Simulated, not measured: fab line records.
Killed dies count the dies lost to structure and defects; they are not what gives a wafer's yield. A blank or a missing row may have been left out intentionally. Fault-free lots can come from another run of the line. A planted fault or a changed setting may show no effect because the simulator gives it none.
fab line records + flow sky130
[record]
- lots = 12
- wafers = 36
- last_day = 50
route steps=708 shown VT_ADJUST_PCH@150 SONOS_TUNNEL@160 SONOS_ONO@185 PAD_OPEN@708
lots untouched by any fault: they come from a run of this same line in which no faults occurred
start_h: hours from the record's opening day to when the first of the lot's shown wafers began + wait_h: hours since the lot's step before + " the same as in the row above + L1.1+2: several wafers, shown together as one row + - either no value or no given start + * or withheld: withheld + < > ~ a bound
route shown NAME@n: names a module that has steps shown in the file, with the first one's number in the route + usual: mean/standard deviation taken from wafers without a fault + same: alike in all rows + chamber/n: place in a boat + sites: the reading at each site + _std_site: standard deviation across them + _edge_site: the outer-site mean with the inner-site mean subtracted + radius_mm: how far each site lies from the wafer's centre + mask NAME#n: copy n + behind: the tool/chamber that last shaped the wafer + hold: cause of the lot's hold/its duration in hours/its outcome + device: the n, p or np transistor that did not switch + end of line: tests run on the same wafers once the route is complete + a step given without rows: its recipe and nothing more + killed: the dies lost at the first sort to structure and to defects; this is not the yield of the wafer + map: per-die view of a wafer (x killed, . not killed, _ where there is no die)
set.NAME: the setting as run; set.NAME@STEP: as run at that earlier step + model.NAME: the simulator's own value behind a step, which no gauge read
steps of the route over a sample of lots; a table a step, a row a wafer
services: a tool's chamber out of use, with start hour (start_h, from the record's first day; less than 0 if before it), hours out, and reason
[[steps]]
[step SKY_VT_ADJUST_PCH_OVL_MEAS_07]
[usual]
- VT_ADJUST_PCH_OVL = 0.6/1.2
| lot.wafer | tool       | chamber | start_h | wait_h | VT_ADJUST_PCH_OVL[nm] |
|-----------|------------|---------|---------|--------|-----------------------|
| L494.2    | overlay-01 | -       | 229.55  | -      | 1.2                   |
| L494.4    | "          | -       | "       | "      | 0.5                   |
| L494.6    | "          | -       | "       | "      | 1.8                   |
| L496.2    | overlay-01 | -       | 238.15  | -      | 0.1                   |
| L496.3    | "          | -       | "       | "      | 1.1                   |
| L496.5    | "          | -       | "       | "      | 2.3                   |
| L497.1    | overlay-01 | -       | 244.94  | -      | 2.0                   |
| L497.3    | "          | -       | "       | "      | 2.3                   |
| L497.5    | "          | -       | "       | "      | 1.2                   |
| L498.1    | overlay-02 | -       | 255.89  | -      | 0.2                   |
| L498.4    | "          | -       | "       | "      | -0.9                  |
| L498.6    | "          | -       | "       | "      | -0.5                  |
| L499.2    | overlay-02 | -       | 264.09  | -      | 0.4                   |
| L499.3    | "          | -       | "       | "      | 1.1                   |
| L499.6    | "          | -       | "       | "      | 1.7                   |
| L503.2    | overlay-01 | -       | 292.69  | -      | -0.6                  |
| L503.4    | "          | -       | "       | "      | 1.4                   |
| L503.5    | "          | -       | "       | "      | 0.5                   |
| L504.3    | overlay-01 | -       | 299.89  | -      | 1.5                   |
| L504.4    | "          | -       | "       | "      | 1.5                   |
| L504.5    | "          | -       | "       | "      | 1.0                   |
| L505.2    | overlay-01 | -       | 307.73  | -      | 4.1                   |
| L505.3    | "          | -       | "       | "      | 2.0                   |
| L505.4    | "          | -       | "       | "      | 0.4                   |
| L507.2    | overlay-01 | -       | 320.49  | -      | 2.2                   |
| L507.4    | "          | -       | "       | "      | 0.6                   |
| L507.6    | "          | -       | "       | "      | 2.9                   |
| L512.1    | overlay-02 | -       | 364.52  | -      | 0.5                   |
| L512.3    | "          | -       | "       | "      | 1.6                   |
| L512.6    | "          | -       | "       | "      | 0.2                   |
| L513.1    | overlay-01 | -       | 376.69  | -      | 0.3                   |
| L513.2    | "          | -       | "       | "      | 0.6                   |
| L513.4    | "          | -       | "       | "      | -2.0                  |
| L517.2    | overlay-01 | -       | 401.15  | -      | 0.9                   |
| L517.5    | "          | -       | "       | "      | 0.9                   |
| L517.6    | "          | -       | "       | "      | 0.5                   |
[step SKY_VT_ADJUST_PCH_STRIP_09]
[recipe]
- chemistry = O2/N2
- power_w = 1400
- pressure_mtorr = 1500
- platen_temp_c = withheld
- o2_flow_sccm = 3000
- n2_flow_sccm = 300
- overash_fraction = 0.5
[usual]
- drypump_motor_current_A = 5.8/0.43
- n2_flow_sccm = 300.0/0.8
- oes_product_au = 0.723/0.0046
- strip_time_to_endpoint_s = 36.96/0.088
| lot.wafer | tool            | chamber | start_h | wait_h | drypump_motor_current_A | n2_flow_sccm | oes_product_au | rf_hours_counter_h | strip_time_to_endpoint_s |
|-----------|-----------------|---------|---------|--------|-------------------------|--------------|----------------|--------------------|--------------------------|
| L494.2    | plasma_asher-02 | 0       | 229.73  | 0.1    | 6.1                     | 300.7        | 0.726          | 57                 | 36.83                    |
| L494.4    | "               | 0       | "       | "      | 6.1                     | 300.6        | 0.723          | -                  | 36.86                    |
| L494.6    | "               | 1       | "       | "      | 5.7                     | 300.9        | 0.728          | -                  | 36.90                    |
| L496.2    | plasma_asher-04 | 1       | 238.33  | 0.1    | 6.1                     | 301.8        | 0.726          | 40                 | 36.91                    |
| L496.3    | "               | 1       | "       | "      | 6.1                     | 300.0        | 0.725          | -                  | 36.91                    |
| L496.5    | "               | 1       | "       | "      | 6.1                     | 301.6        | 0.727          | -                  | 36.99                    |
| L497.1    | plasma_asher-01 | 1       | 245.13  | 0.1    | 5.9                     | 300.2        | 0.721          | 56                 | 37.04                    |
| L497.3    | "               | 1       | "       | "      | 5.9                     | 299.1        | 0.722          | -                  | 36.99                    |
| L497.5    | "               | 0       | "       | "      | 5.0                     | 299.0        | 0.728          | -                  | 37.01                    |
| L498.1    | plasma_asher-01 | 1       | 256.08  | 0.1    | 5.9                     | 300.4        | 0.733          | 57                 | 36.88                    |
| L498.4    | "               | 1       | "       | "      | 5.9                     | 299.0        | 0.724          | -                  | 36.82                    |
| L498.6    | "               | 1       | "       | "      | 5.9                     | 300.2        | 0.720          | -                  | 36.88                    |
| L499.2    | plasma_asher-01 | 0       | 264.27  | 0.1    | 5.0                     | 299.7        | 0.726          | 58                 | 36.86                    |
| L499.3    | "               | 0       | "       | "      | 5.0                     | 299.3        | 0.728          | -                  | 36.92                    |
| L499.6    | "               | 1       | "       | "      | 5.8                     | 300.5        | 0.722          | -                  | 36.97                    |
| L503.2    | plasma_asher-01 | 0       | 292.87  | 0.1    | 5.0                     | 300.0        | 0.734          | 61                 | 37.18                    |
| L503.4    | "               | 1       | "       | "      | 5.9                     | 299.6        | 0.719          | -                  | 37.13                    |
| L503.5    | "               | 1       | "       | "      | 5.9                     | 300.2        | 0.721          | -                  | 37.18                    |
| L504.3    | plasma_asher-01 | 0       | 300.09  | 0.1    | 5.0                     | 299.4        | 0.731          | -                  | 36.96                    |
| L504.4    | "               | 1       | "       | "      | 5.9                     | 300.5        | 0.717          | -                  | 37.06                    |
| L504.5    | "               | 1       | "       | "      | 5.8                     | 301.1        | 0.716          | -                  | 36.98                    |
| L505.2    | plasma_asher-02 | 0       | 307.91  | 0.1    | 6.1                     | 299.4        | 0.717          | 65                 | 36.90                    |
| L505.3    | "               | 0       | "       | "      | 6.1                     | 300.1        | 0.728          | -                  | 36.93                    |
| L505.4    | "               | 1       | "       | "      | 5.7                     | 298.3        | 0.714          | -                  | 36.83                    |
| L507.2    | plasma_asher-02 | 0       | 320.67  | 0.1    | 6.1                     | 299.8        | 0.723          | 66                 | 36.86                    |
| L507.4    | "               | 0       | "       | "      | 6.1                     | 299.2        | 0.725          | -                  | 36.84                    |
| L507.6    | "               | 1       | "       | "      | 5.7                     | 299.4        | 0.726          | -                  | 36.77                    |
| L512.1    | plasma_asher-04 | 0       | 364.71  | 0.1    | 6.2                     | 298.6        | 0.726          | 53                 | 36.97                    |
| L512.3    | "               | 1       | "       | "      | 6.1                     | 298.9        | 0.719          | -                  | 37.14                    |
| L512.6    | "               | 0       | "       | "      | 6.2                     | 300.5        | 0.721          | -                  | 37.12                    |
| L513.1    | plasma_asher-04 | 0       | 376.87  | 0.1    | 6.2                     | 300.4        | 0.719          | 54                 | 37.03                    |
| L513.2    | "               | 1       | "       | "      | 6.1                     | 300.0        | 0.717          | 54                 | 36.99                    |
| L513.4    | "               | 0       | "       | "      | 6.2                     | 300.0        | 0.717          | -                  | 36.89                    |
| L517.2    | plasma_asher-04 | 0       | 401.33  | 0.1    | 6.2                     | 299.6        | 0.721          | 57                 | 36.97                    |
| L517.5    | "               | 1       | "       | "      | 6.1                     | 301.3        | 0.724          | -                  | 36.95                    |
| L517.6    | "               | 0       | "       | "      | 6.2                     | 300.6        | 0.721          | -                  | 37.03                    |
[step SKY_SONOS_TUNNEL_DEVELOP_06]
[recipe]
- resist = NOVOLAK
- developer = TMAH
- develop_time_s = 60
- dev_temp_c = 23
| lot.wafer  | tool           | chamber | start_h | wait_h |
|------------|----------------|---------|---------|--------|
| L494.2+4+6 | litho_track-02 | 0       | 252.91  | 0.1    |
| L496.2+3+5 | litho_track-02 | 0       | 261.76  | 0.1    |
| L497.1+3+5 | litho_track-03 | 0       | 268.93  | 0.1    |
| L498.1+4+6 | litho_track-02 | 0       | 280.18  | 0.1    |
| L499.2+3+6 | litho_track-03 | 0       | 289.10  | 0.1    |
| L503.2+4+5 | litho_track-02 | 0       | 317.61  | 0.1    |
| L504.3+4+5 | litho_track-04 | 0       | 325.39  | 0.1    |
| L505.2+3+4 | litho_track-03 | 0       | 333.90  | 0.1    |
| L507.2+4+6 | litho_track-04 | 0       | 347.71  | 0.1    |
| L512.1+3+6 | litho_track-02 | 0       | 393.48  | 0.1    |
| L513.1+2+4 | litho_track-02 | 0       | 404.68  | 0.1    |
| L517.2+5+6 | litho_track-04 | 0       | 431.31  | 0.1    |
[step SKY_SONOS_TUNNEL_CD_MEAS_07]
[recipe]
- target_cd_nm = 410
[usual]
- cd_nm = 410.0/1.8
| lot.wafer | tool      | chamber | start_h | wait_h | cd_nm |
|-----------|-----------|---------|---------|--------|-------|
| L494.2    | cd_sem-02 | -       | 253.05  | 0.1    | 409.1 |
| L494.4    | "         | -       | "       | "      | 407.2 |
| L494.6    | "         | -       | "       | "      | 411.6 |
| L496.2    | cd_sem-02 | -       | 261.90  | 0.1    | 409.4 |
| L496.3    | "         | -       | "       | "      | 408.5 |
| L496.5    | "         | -       | "       | "      | 407.3 |
| L497.1    | cd_sem-01 | -       | 269.08  | 0.1    | 412.1 |
| L497.3    | "         | -       | "       | "      | 412.0 |
| L497.5    | "         | -       | "       | "      | 410.6 |
| L498.1    | cd_sem-01 | -       | 280.33  | 0.1    | 415.6 |
| L498.4    | "         | -       | "       | "      | 414.1 |
| L498.6    | "         | -       | "       | "      | 414.5 |
| L499.2    | cd_sem-01 | -       | 289.25  | 0.1    | 408.2 |
| L499.3    | "         | -       | "       | "      | 409.7 |
| L499.6    | "         | -       | "       | "      | 411.8 |
| L503.2    | cd_sem-01 | -       | 317.75  | 0.1    | 411.2 |
| L503.4    | "         | -       | "       | "      | 411.0 |
| L503.5    | "         | -       | "       | "      | 411.1 |
| L504.3    | cd_sem-01 | -       | 325.53  | 0.1    | 409.6 |
| L504.4    | "         | -       | "       | "      | 410.1 |
| L504.5    | "         | -       | "       | "      | 407.5 |
| L505.2    | cd_sem-01 | -       | 334.47  | 0.5    | 409.2 |
| L505.3    | "         | -       | "       | "      | 411.7 |
| L505.4    | "         | -       | "       | "      | 410.7 |
| L507.2    | cd_sem-01 | -       | 347.86  | 0.1    | 410.7 |
| L507.4    | "         | -       | "       | "      | 411.7 |
| L507.6    | "         | -       | "       | "      | 409.2 |
| L512.1    | cd_sem-01 | -       | 393.66  | 0.2    | 381.5 |
| L512.3    | "         | -       | "       | "      | 383.7 |
| L512.6    | "         | -       | "       | "      | 383.1 |
| L513.1    | cd_sem-02 | -       | 404.83  | 0.1    | 378.6 |
| L513.2    | "         | -       | "       | "      | 380.2 |
| L513.4    | "         | -       | "       | "      | 379.6 |
| L517.2    | cd_sem-01 | -       | 431.46  | 0.1    | 413.4 |
| L517.5    | "         | -       | "       | "      | 413.0 |
| L517.6    | "         | -       | "       | "      | 412.5 |
[step SKY_SONOS_ONO_STRIP_17]
[recipe]
- chemistry = O2/N2
- power_w = 1400
- pressure_mtorr = 1500
- platen_temp_c = withheld
- o2_flow_sccm = 3000
- n2_flow_sccm = 300
- overash_fraction = 0.5
[usual]
- drypump_motor_current_A = 5.86/0.27
- n2_flow_sccm = 300.1/0.91
- oes_product_au = 0.710/0.0044
- strip_time_to_endpoint_s = 14.11/0.045
| lot.wafer | tool            | chamber | start_h | wait_h | drypump_motor_current_A | n2_flow_sccm | oes_product_au | rf_hours_counter_h | strip_time_to_endpoint_s |
|-----------|-----------------|---------|---------|--------|-------------------------|--------------|----------------|--------------------|--------------------------|
| L494.2    | plasma_asher-02 | 0       | 283.41  | 0.0    | 6.07                    | 299.6        | 0.712          | 62                 | 14.15                    |
| L494.4    | "               | 0       | "       | "      | 6.05                    | 299.9        | 0.712          | -                  | 14.12                    |
| L494.6    | "               | 1       | "       | "      | 5.68                    | 299.3        | 0.707          | -                  | 14.13                    |
| L496.2    | plasma_asher-03 | 0       | 292.97  | 0.0    | 5.52                    | 299.4        | 0.703          | 18                 | 14.18                    |
| L496.3    | "               | 1       | "       | "      | 5.61                    | 299.6        | 0.713          | -                  | 14.11                    |
| L496.5    | "               | 1       | "       | "      | 5.59                    | 299.8        | 0.716          | -                  | 14.10                    |
| L497.1    | plasma_asher-03 | 0       | 299.86  | 0.0    | 5.54                    | 301.8        | 0.705          | 19                 | 14.11                    |
| L497.3    | "               | 1       | "       | "      | 5.61                    | 299.9        | 0.706          | -                  | 14.10                    |
| L497.5    | "               | 1       | "       | "      | 5.62                    | 300.7        | 0.709          | -                  | 14.05                    |
| L498.1    | plasma_asher-04 | 1       | 311.54  | 0.0    | 6.09                    | 299.6        | 0.710          | 47                 | 14.13                    |
| L498.4    | "               | 0       | "       | "      | 6.22                    | 300.7        | 0.707          | -                  | 14.13                    |
| L498.6    | "               | 0       | "       | "      | 6.23                    | 299.8        | 0.707          | -                  | 14.10                    |
| L499.2    | plasma_asher-03 | 0       | 320.25  | 0.0    | 5.51                    | 300.4        | 0.709          | 21                 | 14.12                    |
| L499.3    | "               | 0       | "       | "      | 5.55                    | 300.6        | 0.718          | -                  | 14.13                    |
| L499.6    | "               | 1       | "       | "      | 5.61                    | 300.1        | 0.713          | -                  | 14.15                    |
| L503.2    | plasma_asher-04 | 1       | 351.41  | 0.0    | 6.07                    | 300.9        | 0.709          | 51                 | 14.19                    |
| L503.4    | "               | 1       | "       | "      | 6.05                    | 300.0        | 0.708          | -                  | 14.19                    |
| L503.5    | "               | 0       | "       | "      | 6.24                    | 299.9        | 0.717          | -                  | 14.19                    |
| L504.3    | plasma_asher-04 | 1       | 358.19  | 0.0    | 6.08                    | 299.5        | 0.716          | -                  | 14.07                    |
| L504.4    | "               | 0       | "       | "      | 6.18                    | 299.9        | 0.713          | -                  | 14.10                    |
| L504.5    | "               | 1       | "       | "      | 6.10                    | 299.9        | 0.701          | -                  | 14.03                    |
| L505.2    | plasma_asher-04 | 1       | 366.55  | 0.0    | 6.09                    | 299.4        | 0.713          | 53                 | 14.21                    |
| L505.3    | "               | 1       | "       | "      | 6.08                    | 300.4        | 0.710          | -                  | 14.17                    |
| L505.4    | "               | 0       | "       | "      | 6.23                    | 298.9        | 0.716          | -                  | 14.16                    |
| L507.2    | plasma_asher-02 | 1       | 382.80  | 0.0    | 5.69                    | 298.8        | 0.704          | 72                 | 14.06                    |
| L507.4    | "               | 0       | "       | "      | 6.08                    | 299.9        | 0.705          | -                  | 14.06                    |
| L507.6    | "               | 0       | "       | "      | 6.09                    | 299.5        | 0.718          | -                  | 14.05                    |
| L512.1    | plasma_asher-04 | 0       | 429.50  | 0.0    | 6.18                    | 300.7        | 0.705          | 60                 | 14.18                    |
| L512.3    | "               | 1       | "       | "      | 6.09                    | 300.4        | 0.710          | -                  | 14.18                    |
| L512.6    | "               | 1       | "       | "      | 6.06                    | 301.4        | 0.712          | -                  | 14.11                    |
| L513.1    | plasma_asher-02 | 0       | 444.30  | 0.0    | 6.10                    | 302.7        | 0.708          | 79                 | 14.07                    |
| L513.2    | "               | 1       | "       | "      | 5.69                    | 299.9        | 0.709          | 79                 | 14.02                    |
| L513.4    | "               | 1       | "       | "      | 5.69                    | 300.0        | 0.707          | -                  | 14.06                    |
| L517.2    | plasma_asher-04 | 1       | 474.20  | 0.0    | 6.08                    | 301.4        | 0.711          | 64                 | 14.11                    |
| L517.5    | "               | 1       | "       | "      | 6.08                    | 302.1        | 0.713          | -                  | 14.09                    |
| L517.6    | "               | 0       | "       | "      | 6.23                    | 299.4        | 0.712          | -                  | 14.07                    |
[step SKY_PAD_OPEN_PROBE_99]
[usual]
- killed_at_M0_to_M3 = 44/7.2
- killed_at_M4_up = 3.5/1.8
- killed_at_contacts = 25/5.1
- killed_at_front_end = 14/4.4
- killed_at_other = 0.4/0.58
- killed_dies = 87/9.1
- killed_open = 48/6.9
- killed_short = 38/6.3
[same]
- gross_dies = 492
- killed_at_back_side = 0
| lot.wafer | tool      | chamber | start_h | wait_h | killed_at_M0_to_M3 | killed_at_M4_up | killed_at_contacts | killed_at_front_end | killed_at_other | killed_dies | killed_open | killed_short |
|-----------|-----------|---------|---------|--------|--------------------|-----------------|--------------------|---------------------|-----------------|-------------|-------------|--------------|
| L499.2    | prober-01 | -       | 1103.40 | 0.1    | 48                 | 3               | 20                 | 23                  | 1               | 95          | 52          | 42           |
| L499.3    | prober-01 | -       | 1103.45 | 0.2    | 45                 | 3               | 25                 | 11                  | 1               | 85          | 46          | 39           |
| L499.6    | prober-01 | -       | 1103.60 | 0.2    | 34                 | 3               | 30                 | 16                  | 0               | 83          | 56          | 26           |
| L504.3    | prober-02 | -       | 1136.61 | 0.2    | 41                 | 2               | 30                 | 15                  | 1               | 89          | 55          | 34           |
| L505.2    | prober-02 | -       | 1143.20 | 0.1    | 52                 | 3               | 25                 | 8                   | 0               | 88          | 48          | 40           |
| L505.3    | prober-02 | -       | 1143.25 | 0.2    | 34                 | 2               | 27                 | 15                  | 1               | 79          | 46          | 33           |
| L507.2    | prober-02 | -       | 1150.85 | 0.1    | 44                 | 2               | 25                 | 10                  | 0               | 81          | 47          | 34           |
| L507.4    | prober-02 | -       | 1150.95 | 0.2    | 52                 | 1               | 22                 | 9                   | 1               | 85          | 53          | 32           |
| L507.6    | prober-02 | -       | 1151.05 | 0.2    | 44                 | 3               | 16                 | 16                  | 0               | 79          | 51          | 28           |
// killed by level:class
L499.2 VIA1:geometric_particle:open=11 VIA3:geometric_particle:open=10 LI_CONTACT:geometric_particle:open=7 FIELD_ISO:geometric_particle:open=6 VIA2:geometric_particle:open=6 VIA3:geometric_particle:short=6 FIELD_ISO:geometric_particle:short=5 POLY_GATE:geometric_particle:open=5
L499.3 VIA3:geometric_particle:open=10 LI_CONTACT:geometric_particle:open=7 CONTACT:geometric_particle:short=7 VIA1:geometric_particle:open=7 FIELD_ISO:geometric_particle:open=6 CONTACT:geometric_particle:open=6 METAL1:geometric_particle:short=6 VIA2:geometric_particle:open=6
L499.6 LI_CONTACT:geometric_particle:open=14 CONTACT:geometric_particle:open=14 VIA1:geometric_particle:open=6 POLY_GATE:geometric_particle:open=5 VIA1:geometric_particle:short=5 METAL1:geometric_particle:short=5 FIELD_ISO:geometric_particle:open=4 VIA2:geometric_particle:open=4
L504.3 VIA1:geometric_particle:open=15 CONTACT:geometric_particle:open=10 VIA3:geometric_particle:open=9 CONTACT:geometric_particle:short=8 LI_CONTACT:geometric_particle:open=7 VIA3:geometric_particle:short=5 FIELD_ISO:geometric_particle:short=4 FIELD_ISO:geometric_particle:open=4
L505.2 VIA1:geometric_particle:open=17 CONTACT:geometric_particle:open=9 METAL1:geometric_particle:short=8 METAL2:geometric_particle:short=7 VIA2:geometric_particle:open=6 LI_CONTACT:geometric_particle:short=5 LOCAL_INTERCONNECT:geometric_particle:short=5 VIA3:geometric_particle:open=5
L505.3 LI_CONTACT:geometric_particle:open=11 VIA1:geometric_particle:open=7 CONTACT:geometric_particle:short=6 VIA2:geometric_particle:open=6 CONTACT:geometric_particle:open=5 VIA3:geometric_particle:open=5 FIELD_ISO:geometric_particle:short=3 SPACER:geometric_particle:open=3
L507.2 CONTACT:geometric_particle:open=11 VIA1:geometric_particle:open=8 VIA2:geometric_particle:open=7 METAL2:geometric_particle:short=7 LI_CONTACT:geometric_particle:open=6 METAL3:geometric_particle:short=5 POLY_GATE:geometric_particle:open=4 CONTACT:geometric_particle:short=4
L507.4 VIA1:geometric_particle:open=12 VIA2:geometric_particle:open=10 CONTACT:geometric_particle:open=9 VIA2:geometric_particle:short=6 VIA3:geometric_particle:open=6 FIELD_ISO:geometric_particle:open=5 LOCAL_INTERCONNECT:geometric_particle:short=5 METAL2:geometric_particle:short=5
L507.6 VIA2:geometric_particle:open=11 VIA1:geometric_particle:open=10 FIELD_ISO:geometric_particle:open=9 METAL2:geometric_particle:short=7 CONTACT:geometric_particle:open=5 LI_CONTACT:geometric_particle:open=4 POLY_GATE:geometric_particle:open=4 LOCAL_INTERCONNECT:geometric_particle:short=4
[[services]]
| tool            | chamber | start_h | hours | kind                      |
|-----------------|---------|---------|-------|---------------------------|
| litho_track-02  | -       | 341.28  | -     | consumable_replace:filter |
| litho_track-04  | -       | 346.55  | -     | consumable_replace:filter |
| plasma_asher-01 | -       | 360.48  | 13.5  | repair                    |
| plasma_asher-01 | -       | 383.41  | 2.2   | repair                    |
| plasma_asher-04 | -       | 407.02  | 2.8   | pm                        |
| plasma_asher-02 | -       | 415.73  | 0.4   | repair                    |
| plasma_asher-01 | -       | 421.25  | 9.0   | pm                        |
| plasma_asher-01 | 0       | 421.25  | 9.0   | vent_cycle                |
| plasma_asher-01 | 1       | 421.25  | 9.0   | vent_cycle                |
| plasma_asher-01 | 0       | 430.25  | -     | clean                     |
| plasma_asher-01 | 1       | 430.25  | -     | clean                     |
| plasma_asher-04 | -       | 446.33  | 1.2   | repair                    |
| plasma_asher-01 | -       | 473.14  | 2.8   | pm                        |
[[key]]
[first_sign]
- step = SKY_SONOS_TUNNEL_CD_MEAS_07
- reading = cd_nm
- direction = down
- sigmas = 16
- usual = 410.0
- struck = 381.1
effect none on later readings
met_at SKY_SONOS_TUNNEL_DEVELOP_06
struck_lots L512,L513
tester_left_out L512,L513
not_acting_at SKY_VT_ADJUST_PCH_OVL_MEAS_07,SKY_VT_ADJUST_PCH_STRIP_09,SKY_SONOS_ONO_STRIP_17
onset_between 317.61 393.48
[fault]
- kind = process_parameter_drift
- tool = litho_track-02
- chamber = -
- onset_h = 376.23
- steps = SKY_SONOS_TUNNEL_DEVELOP_06
- channel = develop_time_s
- offset = *
- shape = step
- end_h = 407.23
- acts_in = *
- stated = *
// tester_left_out: of these lots the tester's yield and bins aren't shown, on N5 and GAA mostly nor the transistor test; their killed dies are dies lost to structure and defects alone, not to doping, threshold or leakage, so they don't give the yield
